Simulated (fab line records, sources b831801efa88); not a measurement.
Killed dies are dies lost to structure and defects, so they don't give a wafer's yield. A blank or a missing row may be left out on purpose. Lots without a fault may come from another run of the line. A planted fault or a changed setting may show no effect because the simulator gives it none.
One fault seen from 2 desks | flow sfq_line | each desk has only its own numbers; what lay behind them comes last

THE TOOL OWNER'S DESK: litho_track-04
The tool's own readings at SFQ_TRILAYER_I6_VIA_LITHO_COAT_169 (resist thk 650 nm): means of the sampled wafers that have a number, for each lot that ran on this tool. A lot is out of limits, marked OUT, if its mean lies more than 4 standard deviations from the usual mean; the brackets give that distance.
Columns: A = chill_plate_temp_C at SFQ_TRILAYER_I6_VIA_LITHO_COAT_169, usual 23.00 C; B = spin_speed_rpm at SFQ_TRILAYER_I6_VIA_LITHO_COAT_169, usual 3000.0 rpm
lot  | first seen here | A     | B
L809 | day 72 13:51    | 23.12 | 3001.1
L812 | day 72 22:40    | 23.09 | 2998.5
L814 | day 73 07:43    | 23.13 | 3003.8
L817 | day 74 17:34    | 22.94 | 2998.3
L823 | day 76 19:54    | 23.03 | 2693.8 (-99 or more) OUT
L824 | day 77 00:59    | 23.01 | 2690.7 (-99 or more) OUT
L825 | day 77 06:53    | 22.93 | 2695.5 (-99 or more) OUT
This desk's finding: out of limits on L823, L824, L825; first on L823, day 76 19:54 (spin_speed_rpm at SFQ_TRILAYER_I6_VIA_LITHO_COAT_169). In limits: L809, L812, L814, L817.

THE METROLOGY DESK
What the gauges read, lot by lot, whatever tool the lot ran on: means of the sampled wafers that have a number. A lot is out of limits, marked OUT, if its mean lies more than 4 standard deviations from the usual mean; the brackets give that distance.
Columns: A = M8_OVL at SFQ_M8_OVL_MEAS_948, usual 2 nm; B = M8_AU_RS at SFQ_M8_RS_MEAS_949, usual 0.1595 ohm/sq; C = M8_BOW at SFQ_M8_BOW_MEAS_951, usual 6 um
lot  | first seen here | A  | B      | C
L809 | day 81 10:49    | -0 | 0.1601 | 10
L810 | day 81 15:37    | -3 | 0.1609 | 1
L811 | day 81 17:59    | 0  | 0.1607 | 8
L812 | day 81 19:10    | -2 | 0.1598 | -4
L814 | day 82 01:21    | -3 | 0.1629 | -2
L815 | day 82 04:47    | -6 | 0.1597 | 9
L817 | day 83 12:55    | 0  | 0.1619 | 7
L823 | day 85 04:04    | 1  | 0.1586 | -26
L824 | day 87 11:13    | 0  | 0.1579 | 5
L825 | day 87 23:02    | 1  | 0.1598 | 17
L826 | day 88 04:53    | 3  | 0.1600 | 18
L828 | day 91 15:48    | -3 | 0.1570 | 5
L829 | day 91 20:36    | 1  | 0.1544 | -2
L830 | day 91 23:00    | 8  | 0.1576 | 13
L831 | day 92 00:12    | 4  | 0.1615 | 17
This desk's finding: nothing out of limits on any of the 15 lots.

PUT TOGETHER
The tool owner's desk could have raised an alarm at day 76 19:54, on L823, L824, L825.
The metrology desk saw nothing out of limits.
The metrology desk has L823, L824, L825 on record, within its limits.
Of the lots named, all ran SFQ_TRILAYER_I6_VIA_LITHO_COAT_169 on litho_track-04.

WHAT THE SIMULATOR HAD PUT IN
Process parameter drift: litho_track-04, from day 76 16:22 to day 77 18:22, at SFQ_TRILAYER_I6_VIA_LITHO_COAT_169. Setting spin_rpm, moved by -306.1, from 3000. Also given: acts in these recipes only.
Lots struck among those shown: L823, L824, L825.
Hours from the fault's start to each desk's first reading out of limits: the tool owner's desk, 4.
